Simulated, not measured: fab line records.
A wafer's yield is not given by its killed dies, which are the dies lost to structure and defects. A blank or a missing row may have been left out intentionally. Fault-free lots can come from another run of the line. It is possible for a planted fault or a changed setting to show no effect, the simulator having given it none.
Which tool was responsible? | flow sky130 | 11 lots with 33 wafers sampled at 7 steps, on a route of 708 steps

== WHAT EACH GAUGE READ, for each wafer ==
SKY_LDD_HVP_OVL_MEAS_07. Usual: for LDD_HVP_OVL the level is -0.1 nm and the standard deviation is 1.5.
lot  | measured     | on         | LDD_HVP_OVL (nm) | flag
L241 | day 21 23:22 | overlay-01 | -0.8 -1.7 -1.8   | 
L243 | day 22 23:41 | overlay-02 | -0.7 -1.8 -0.3   | 
L244 | day 23 02:50 | overlay-01 | -0.9 -2.0 -0.8   | 
L245 | day 23 14:43 | overlay-01 | 1.8 2.1 3.7      | 
L247 | day 24 08:25 | overlay-02 | -0.9 0.6 0.2     | 
L249 | day 25 16:53 | overlay-02 | -1.7 -0.7 -2.1   | 
L251 | day 25 22:40 | overlay-02 | 1.7 0.8 0.3      | 
L252 | day 26 03:11 | overlay-02 | -2.1 -2.5 -1.3   | 
L259 | day 28 13:53 | overlay-02 | -1.7 -1.4 -0.1   | 
L260 | day 28 22:05 | overlay-01 | 1.0 -1.1 0.5     | 
L261 | day 28 22:23 | overlay-02 | -0.8 1.0 1.3     | 

SKY_POLY_CUT_OVL_MEAS_09. Usual: for POLY_CUT_OVL the level is -4 nm and the standard deviation is 5.4.
lot  | measured     | on         | POLY_CUT_OVL (nm) | flag
L241 | day 24 15:02 | overlay-01 | -2 0 -1           | 
L243 | day 26 09:38 | overlay-01 | 3 1 8             | 
L244 | day 26 10:20 | overlay-02 | 2 3 5             | 
L245 | day 26 09:59 | overlay-02 | 3 -8 -7           | 
L247 | day 26 20:20 | overlay-02 | -5 -3 -2          | 
L249 | day 28 05:05 | overlay-02 | 1 -5 0            | 
L251 | day 28 10:17 | overlay-01 | -10 -13 -13       | 
L252 | day 28 15:17 | overlay-01 | 0 -3 -9           | 
L259 | day 31 03:11 | overlay-02 | -3 -8 -11         | 
L260 | day 31 07:56 | overlay-01 | -8 -10 -12        | 
L261 | day 31 10:32 | overlay-01 | -4 -6 -10         | 

SKY_RES_XHIGH_TW_MEAS_09. Usual: for RES_XHIGH_TW the level is 1657 and the standard deviation is 14.
lot  | measured     | on           | RES_XHIGH_TW   | flag
L241 | day 26 23:17 | filmMetro-02 | 1643 1644 1644 | 
L243 | day 28 17:15 | filmMetro-04 | 1686 1681 1686 | 
L244 | day 28 18:52 | filmMetro-04 | 1682 1691 1680 | 
L245 | day 28 18:14 | filmMetro-01 | 1656 1646 1652 | 
L247 | day 29 04:10 | filmMetro-01 | 1648 1651 1655 | 
L249 | day 30 12:22 | filmMetro-02 | 1643 1654 1642 | 
L251 | day 30 18:58 | filmMetro-01 | 2017 2018 2024 | OFF
L252 | day 30 23:29 | filmMetro-04 | 2044 2041 2049 | OFF
L259 | day 33 05:35 | filmMetro-01 | 1662 1647 1660 | 
L260 | day 33 13:10 | filmMetro-02 | 1648 1652 1644 | 
L261 | day 33 15:41 | filmMetro-01 | 1656 1656 1664 | 

SKY_SD_N_RS_MEAS_18: measurement is done with a four-point probe. Usual: for RES_XHIGH_RS the level is 325.9 ohm/sq and the standard deviation is 1.2.
lot  | measured     | on           | RES_XHIGH_RS (ohm/sq) | flag
L241 | day 28 03:44 | filmMetro-04 | 326.5 326.9 326.8     | 
L243 | day 29 22:15 | filmMetro-04 | 325.4 325.6 324.8     | 
L244 | day 29 23:25 | filmMetro-01 | 325.9 327.6 327.5     | 
L245 | day 29 22:20 | filmMetro-02 | 324.4 325.3 324.5     | 
L247 | day 30 08:26 | filmMetro-01 | 326.4 326.6 326.3     | 
L249 | day 31 15:44 | filmMetro-01 | 325.2 324.8 325.7     | 
L251 | day 31 23:13 | filmMetro-04 | 201.7 201.9 201.6     | OFF
L252 | day 32 02:42 | filmMetro-02 | 201.2 201.2 200.0     | OFF
L259 | day 34 09:56 | filmMetro-02 | 324.8 325.2 325.1     | 
L260 | day 34 16:58 | filmMetro-02 | 326.7 326.1 325.3     | 
L261 | day 34 19:28 | filmMetro-02 | 325.0 325.2 325.4     | 

SKY_LOCAL_INTERCONNECT_OVL_MEAS_12. Usual: for LOCAL_INTERCONNECT_OVL the level is -3 nm and the standard deviation is 5.1.
lot  | measured     | on         | LOCAL_INTERCONNECT_OVL (nm) | flag
L241 | day 30 13:40 | overlay-02 | 4 -4 -3                     | 
L243 | day 32 05:12 | overlay-01 | -7 -6 0                     | 
L244 | day 32 08:11 | overlay-01 | -2 -2 -1                    | 
L245 | day 32 07:02 | overlay-02 | -7 -8 -13                   | 
L247 | day 32 15:29 | overlay-02 | -12 -6 -10                  | 
L249 | day 33 23:47 | overlay-01 | 1 -7 -3                     | 
L251 | day 34 05:55 | overlay-01 | 1 -1 1                      | 
L252 | day 34 11:44 | overlay-02 | -11 -4 3                    | 
L259 | day 36 17:26 | overlay-02 | -4 -3 -1                    | 
L260 | day 37 01:38 | overlay-01 | -11 -9 -12                  | 
L261 | day 37 04:29 | overlay-02 | 0 2 2                       | 

== WHAT TOOL EACH LOT RAN ON (gives the tool, then ch and the chambers of the sampled wafers, and finally the start) ==
lot  | SKY_RES_XHIGH_IMPLANT_07        | SKY_RES_XHIGH_STRIP_08
L241 | implanter-04 ch 0, day 26 23:04 | plasmaAsher-04 ch 0,1, day 26 23:11
L243 | implanter-03 ch 0, day 28 17:02 | plasmaAsher-03 ch 0,1, day 28 17:09
L244 | implanter-04 ch 0, day 28 18:37 | plasmaAsher-04 ch 0,1, day 28 18:46
L245 | implanter-02 ch 0, day 28 17:59 | plasmaAsher-03 ch 0,1, day 28 18:07
L247 | implanter-04 ch 0, day 29 03:55 | plasmaAsher-04 ch 0,1, day 29 04:04
L249 | implanter-03 ch 0, day 30 12:07 | plasmaAsher-01 ch 0,1, day 30 12:16
L251 | implanter-02 ch 0, day 30 18:25 | plasmaAsher-03 ch 0,1, day 30 18:51
L252 | implanter-03 ch 0, day 30 22:55 | plasmaAsher-01 ch 0,1, day 30 23:23
L259 | implanter-03 ch 0, day 33 05:22 | plasmaAsher-03 ch 0,1, day 33 05:29
L260 | implanter-03 ch 0, day 33 12:55 | plasmaAsher-01 ch 0,1, day 33 13:04
L261 | implanter-04 ch 0, day 33 15:26 | plasmaAsher-04 ch 0,1, day 33 15:35
- SKY_RES_XHIGH_IMPLANT_07
- SKY_RES_XHIGH_STRIP_08: strips in O2/N2.

== WHAT THE TOOLS THEMSELVES READ (means of the sampled wafers that have a number; where no wafer has one, the mark that the record gives instead) ==
SKY_RES_XHIGH_IMPLANT_07. Usual: tiltDeg 0.002 degrees, standard deviation 0.022.
lot  | tool         | tiltDeg (degrees) | flag
L241 | implanter-04 | 0.028             | 
L243 | implanter-03 | -0.016            | 
L244 | implanter-04 | -0.022            | 
L245 | implanter-02 | -0.007            | 
L247 | implanter-04 | -0.000            | 
L249 | implanter-03 | -0.006            | 
L251 | implanter-02 | 0.010             | 
L252 | implanter-03 | 0.004             | 
L259 | implanter-03 | 0.010             | 
L260 | implanter-03 | 0.008             | 
L261 | implanter-04 | 0.015             | 

SKY_RES_XHIGH_STRIP_08. Usual: drypumpMotorCurrentA 5.6 A, standard deviation 0.36; oesProductAu 0.710 a.u., standard deviation 0.0045; stripTimeToEndpointS 14.29 s, standard deviation 0.042.
lot  | tool           | drypumpMotorCurrentA (A) | oesProductAu (a.u.) | stripTimeToEndpointS (s) | flag
L241 | plasmaAsher-04 | 5.2                      | 0.707               | 14.32                    | 
L243 | plasmaAsher-03 | 6.0                      | 0.711               | 14.28                    | 
L244 | plasmaAsher-04 | 5.4                      | 0.707               | 14.33                    | 
L245 | plasmaAsher-03 | 6.0                      | 0.708               | 14.27                    | 
L247 | plasmaAsher-04 | 5.4                      | 0.713               | 14.25                    | 
L249 | plasmaAsher-01 | 5.6                      | 0.709               | 14.31                    | 
L251 | plasmaAsher-03 | 5.9                      | 0.686               | 15.01                    | OFF
L252 | plasmaAsher-01 | 5.5                      | 0.685               | 15.08                    | OFF
L259 | plasmaAsher-03 | 5.9                      | 0.717               | 14.30                    | 
L260 | plasmaAsher-01 | 5.5                      | 0.707               | 14.26                    | 
L261 | plasmaAsher-04 | 5.2                      | 0.708               | 14.27                    | 

== THE ANSWER, worked out from the rows above alone ==
Rule: a lot is off if the mean of its wafers that have a number lies more than 3 standard deviations from the usual mean. Also off: a lot with no number at a reading for which 4 or more lots have one. Any other lot the step has rows for is counted as sound. First the gauges in route order, then the tools' own readings, where a lot's mean is used as printed above. At the first step where some lot is off, the reading lying furthest off is the one used; lots without a number count as furthest.
Off: L251, L252, seen at SKY_RES_XHIGH_TW_MEAS_09 (RES_XHIGH_TW).
If a tool, at a process step before that reading, ran all the lots that are off and no sound lot after the first of them, it fits. Not tried: the gauges at SKY_RES_XHIGH_TW_MEAS_09; whatever is off there is also off at SKY_RES_XHIGH_STRIP_08, on other tools, and gauge error can't account for it. Not one of the candidates tried fits.

== WHAT THE SIMULATOR PUT IN ==
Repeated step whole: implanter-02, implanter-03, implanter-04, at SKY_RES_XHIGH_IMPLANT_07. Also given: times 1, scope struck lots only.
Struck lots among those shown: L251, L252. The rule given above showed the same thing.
